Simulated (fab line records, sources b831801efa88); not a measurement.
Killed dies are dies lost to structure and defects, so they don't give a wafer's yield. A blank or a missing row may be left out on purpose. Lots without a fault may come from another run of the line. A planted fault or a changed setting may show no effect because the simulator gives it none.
Chamber matching | flow gf180mcu | GF_V5_CVD_02 on pecvd-04: 3 sister chambers
The step deposits SiO2 from TEOS, target thk 1450 nm, time 163.28 s. 3 wafers are shown with their chamber, then 8 later ones without.

WAFERS WITH THEIR CHAMBER
wafer  | chamber | heater_power_w (W)
L263.1 | 0       | 736
L263.5 | 1       | 714
L265.4 | 2       | 571

WAFERS WITHOUT THEIR CHAMBER
wafer  | heater_power_w (W)
L265.5 | 599
L265.6 | 721
L268.2 | 471
L268.3 | 702
L268.4 | 590
L269.3 | 699
L269.4 | 724
L269.5 | 607

WHICH CHAMBER EACH WENT THROUGH
wafer  | from the rows above     | in truth
L265.5 | 2                       | 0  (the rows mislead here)
L265.6 | can't be placed: 1 or 0 | 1
L268.2 | 2                       | 2
L268.3 | can't be placed: 1 or 0 | 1
L268.4 | 2                       | 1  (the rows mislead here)
L269.3 | can't be placed: 1 or 0 | 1
L269.4 | can't be placed: 1 or 0 | 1
L269.5 | can't be placed: 2 or 1 | 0
Placed correctly: 1 of 8. Can't be placed from these rows: 5 (the true chamber is among the candidates in 4). Placed wrongly: 2.
How it was worked out, from the rows above alone: a wafer's distance from a chamber is the root of the sum, over the readings, of the square of ((its reading less the chamber's mean) divided by the reading's scatter). The wafer belongs to the nearest chamber; if the next one is less than 2 further off, it can't be placed. A chamber's mean is the mean of its shown wafers. The scatter: with one shown wafer a chamber, the root of the mean of the squares of how far each hidden wafer lies from its nearest shown one.
